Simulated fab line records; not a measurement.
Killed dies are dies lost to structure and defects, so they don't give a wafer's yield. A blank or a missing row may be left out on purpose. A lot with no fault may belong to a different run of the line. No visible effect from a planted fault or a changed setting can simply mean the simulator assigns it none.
Struck lot and sound lot, side by side	flow gf180mcu	15 out of 602 route steps
Sound: these wafers, L880.1, L880.3, L880.6. Struck: wafers L884.3, L884.5 (left out: L884.4, a lot-mate that was not struck); the cause follows at the end.
Per side, at each step with rows, come the tool, then ch with its chambers, and then its first start. Under that, the readings that differ: sound wafers	struck wafers	difference of the means	sigmas: that difference in standard deviations of wafers without a fault.
alike: a reading whose means differ by less than 2 such deviations, as well as words and numbers matching on both sides. not compared: withheld readings; readings where some wafer has no value; bounds like >300 that might hide an equal value; numbers whose values overlap and for which the record gives no deviation.
A row with sigmas, a row that says differs or no value, or rows on one side alone: a step with any of these is where the two part. When numbers do not overlap yet have no deviation, they are printed without sigmas and do not part them. Lack of a reading on every wafer of one side parts them only where that side has two or more wafers.

GF_V5_ETCH_16: etches BARC in N2/H2.
  sound on rie diel-04 ch 0,2, day 27 20:45; struck on rie diel-02 ch 3, day 29 06:17
reading	sound	struck	difference	sigmas
drypump motor current A (A)	5.5 5.8 5.8	4.8 4.8	-0.9	-3
  alike: h2 flow sccm, oes product au, rf fwd power W, throttle valve pct
GF_V5_ETCH_17: etches SiO2 in C4F8/O2/Ar, stops on TiN, target depth 855 nm.
  sound on rie diel-04 ch 0,2; struck on rie diel-02 ch 3
  alike: oes product au, rf fwd power W
GF_V5_STRIP_18: strips in O2/N2.
  sound on plasma asher-02 ch 1, day 27 20:54; struck on plasma asher-03 ch 1, day 29 06:29
  alike: drypump motor current A, heater power w, o2 flow sccm, oes product au
  not compared: rf hours counter h
then, 2 steps without rows for these wafers: GF_V5_STRIP_19 (strips in post etch residue remover, time 1200 s); GF_V5_CLEAN_20 (cleans in DIW).
GF_V5_SPUTTER_21: material Ti, target thk 15 nm, time 80.02 s.
  sound on pvd sputter-01 at day 27 21:26; struck on pvd sputter-01 at day 29 07:01
reading	sound	struck	difference	sigmas
throttle valve pct (%)	29.4 27.9 29.4	32.1 32.0	+3.1	+3
GF_V5_SPUTTER_22: material TiN, target thk 10 nm, time 40 s.
  sound on pvd sputter-01 at day 27 21:30; struck on pvd sputter-01 at day 29 07:05
reading	sound	struck	difference	sigmas
throttle valve pct (%)	29.8 27.8 29.2	32.0 31.8	+3.0	+3
then, 1 step without rows for these wafers: GF_V5_CVD_23 (deposits W, target thk 350 nm, time 104.9 s).
GF_V5_RS_MEAS_24: the measuring method here is four-point-probe.
  sound on film metro-02 at day 27 21:39; struck on film metro-02 at day 29 07:17
  alike: V5_W_RS
GF_V5_THK_MEAS_25: measures by xrf.
  sound on film metro-02 at day 27 21:46; struck on film metro-02 at day 29 07:23
  alike: V5_W_THK
then, 2 steps without rows for these wafers: GF_V5_CMP_26 (polishes, stops on SiO2, t overpolish 15 s, target thk 0 nm); GF_TOP_METAL_SPUTTER_00 (material Ti, target thk 37.5 nm, time 150 s).
GF_TOP_METAL_SPUTTER_01: material TiN, target thk 30 nm, time 25 s.
  sound on pvd sputter-02 at day 27 22:14; struck on pvd sputter-02 at day 29 07:50
reading	sound	struck	difference	sigmas
model.TiN_of_TOP_METAL_SPUTTER_01.thk nm (nm)	30.42 30.2 30.58	36.03 36.05	+5.64	
  alike: throttle valve pct
then, 1 step without rows for these wafers: GF_TOP_METAL_SPUTTER_02 (material AlCu, target thk 900 nm, time 47.82 s).
GF_PASSIVATION_PROBE_99:
  only the struck wafers here have rows in the record (prober-02, day 30 23:03); the sound ones have none

## WHERE THEY PART
Earliest at GF_V5_ETCH_16; latest, in this record, at GF_PASSIVATION_PROBE_99.

WHY: what the simulator had put in
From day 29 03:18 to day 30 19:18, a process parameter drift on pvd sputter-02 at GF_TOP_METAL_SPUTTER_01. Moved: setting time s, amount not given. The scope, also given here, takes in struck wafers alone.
